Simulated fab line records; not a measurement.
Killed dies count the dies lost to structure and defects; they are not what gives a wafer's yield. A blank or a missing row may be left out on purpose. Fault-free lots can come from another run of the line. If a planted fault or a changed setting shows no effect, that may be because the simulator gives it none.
Which of the tools did it? ; flow gf180mcu ; 13 lots with 39 wafers sampled at 3 steps, on a route of 602 steps

WHAT EACH GAUGE READ, for each wafer
GF_SALICIDE_THK_MEAS_05: measures by xrf.
lot;measured;on;SALICIDE_TIN_THK (nm)
L968;day 15 10:18;film-metro-01;20.4 19.9 20.2
L969;day 15 11:32;film-metro-01;20.7 20.4 20.2
L970;day 16 02:44;film-metro-01;19.7 19.4 19.9
L971;day 16 11:58;film-metro-02;20.0 20.1 20.3
L973;day 16 20:08;film-metro-01;20.6 20.2 20.0
L974;day 17 05:18;film-metro-04;19.8 19.9 20.2
L980;day 19 10:43;film-metro-01;19.7 19.5 20.2
L982;day 20 09:10;film-metro-02;22.9 19.8 19.4 23.0 19.8 19.5
L987;day 21 20:42;film-metro-01;20.6 21.0 20.5
L988;day 22 05:52;film-metro-04;20.9 20.4 20.6
L989;day 22 17:28;film-metro-04;20.5 20.5 20.6
L990;day 22 21:07;film-metro-02;20.2 19.9 20.2
L991;day 23 04:23;film-metro-02;19.6 19.3 19.4

GF_M1_RS_MEAS_05: a four-point-probe measurement.
lot;measured;on;M1_ALCU_RS (ohm/sq)
L968;day 16 11:46;film-metro-01;0.0688 0.0695 0.0704
L969;day 16 12:30;film-metro-01;0.0685 0.0685 0.0691
L970;day 17 03:42;film-metro-03;0.0688 0.0695 0.0684
L971;day 17 13:39;film-metro-02;0.0699 0.0694 0.0695
L973;day 17 21:18;film-metro-02;0.0695 0.0684 0.0708
L974;day 18 07:26;film-metro-01;0.0691 0.0705 0.0676
L980;day 20 13:17;film-metro-02;0.0687 0.0684 0.0687
L982;day 21 11:38;film-metro-02;0.0698 0.0688 0.0696
L987;day 22 22:44;film-metro-01;0.0697 0.0687 0.0697
L988;day 23 07:31;film-metro-02;0.0696 0.0686 0.0697
L989;day 23 18:55;film-metro-02;0.0706 0.0703 0.0698
L990;day 23 21:50;film-metro-02;0.0692 0.0699 0.0701
L991;day 24 05:26;film-metro-01;0.0706 0.0693 0.0694

WHAT TOOL EACH LOT RAN ON (gives the tool, then ch and the chambers of the sampled wafers, and finally the start)
lot;GF_SALICIDE_SPUTTER_03
L968;pvd-sputter-01, day 15 10:09
L969;pvd-sputter-01, day 15 11:23
L970;pvd-sputter-02, day 16 02:35
L971;pvd-sputter-04, day 16 11:48
L973;pvd-sputter-01, day 16 20:00
L974;pvd-sputter-01, day 17 05:09
L980;pvd-sputter-02, day 19 10:34
L982;pvd-sputter-02, day 20 09:01
L987;pvd-sputter-01, day 21 20:32
L988;pvd-sputter-04, day 22 05:43
L989;pvd-sputter-04, day 22 17:19
L990;pvd-sputter-04, day 22 20:59
L991;pvd-sputter-04, day 23 04:13
- GF_SALICIDE_SPUTTER_03: material TiN, target thk 20 nm, time 16.7 s.

AS READ BY THE TOOLS THEMSELVES (means over the sampled wafers that have a number; for cases with no such wafer, the mark the record gives instead)
GF_SALICIDE_SPUTTER_03.
lot;tool;cathode-dc-power-W (W);throttle-valve-pct (%)
L968;pvd-sputter-01;6500.3;29.5
L969;pvd-sputter-01;6500.5;30.4
L970;pvd-sputter-02;6499.8;31.0
L971;pvd-sputter-04;6499.5;30.2
L973;pvd-sputter-01;6499.0;30.3
L974;pvd-sputter-01;6500.3;30.3
L980;pvd-sputter-02;6499.2;31.0
L982;pvd-sputter-02;6833.5;30.9
L987;pvd-sputter-01;6499.2;30.6
L988;pvd-sputter-04;6499.4;30.0
L989;pvd-sputter-04;6500.3;29.9
L990;pvd-sputter-04;6500.4;29.9
L991;pvd-sputter-04;6499.5;29.8

THE ANSWER, worked out from the rows above alone
Rule: the lots themselves supply what counts as usual. Put in order of their means at a reading, lots are off if they are a third of the lots or fewer, leave a main group of 4 or more, and stand apart from it by a gap of 3 or more times the standard deviation of the main group's means; of several such gaps the widest counts. Not used: any main group whose means are identical at the precision the tables above print for the reading. A lot without any number at a reading at which 4 lots or more have one is off too. The other lots that the step has rows for count as sound. Order of review: gauges by route order, followed by the tools' own readings, for which a lot's mean as printed above is used. The first step at which some lot is off is used, and at that step the reading that is off furthest; a lot without a number counts as furthest.
Off: L982 (GF_SALICIDE_SPUTTER_03, cathode-dc-power-W). Main group: mean 6499.8 W, sd 0.52.
If a tool, at that step or one of the process steps before it, ran each lot that is off and ran no sound lot following the first of them, it fits. One candidate fits, namely pvd-sputter-02 at GF_SALICIDE_SPUTTER_03. Its last sound lot is L980 (day 19 10:34), its first lot that is off L982 (day 20 09:01): a fault that began between those two fits.
The tool's own readings at GF_SALICIDE_SPUTTER_03 bear it out: on the lots that are off they differ by more than 5 times the standard deviation of the sound lots' means. cathode-dc-power-W reads 6833.5 W there against 6499.8 W on the sound lots.

WHAT HAD BEEN PUT IN BY THE SIMULATOR
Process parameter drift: pvd-sputter-02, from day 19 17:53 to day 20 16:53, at GF_SALICIDE_SPUTTER_03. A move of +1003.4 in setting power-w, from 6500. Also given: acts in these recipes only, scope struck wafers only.
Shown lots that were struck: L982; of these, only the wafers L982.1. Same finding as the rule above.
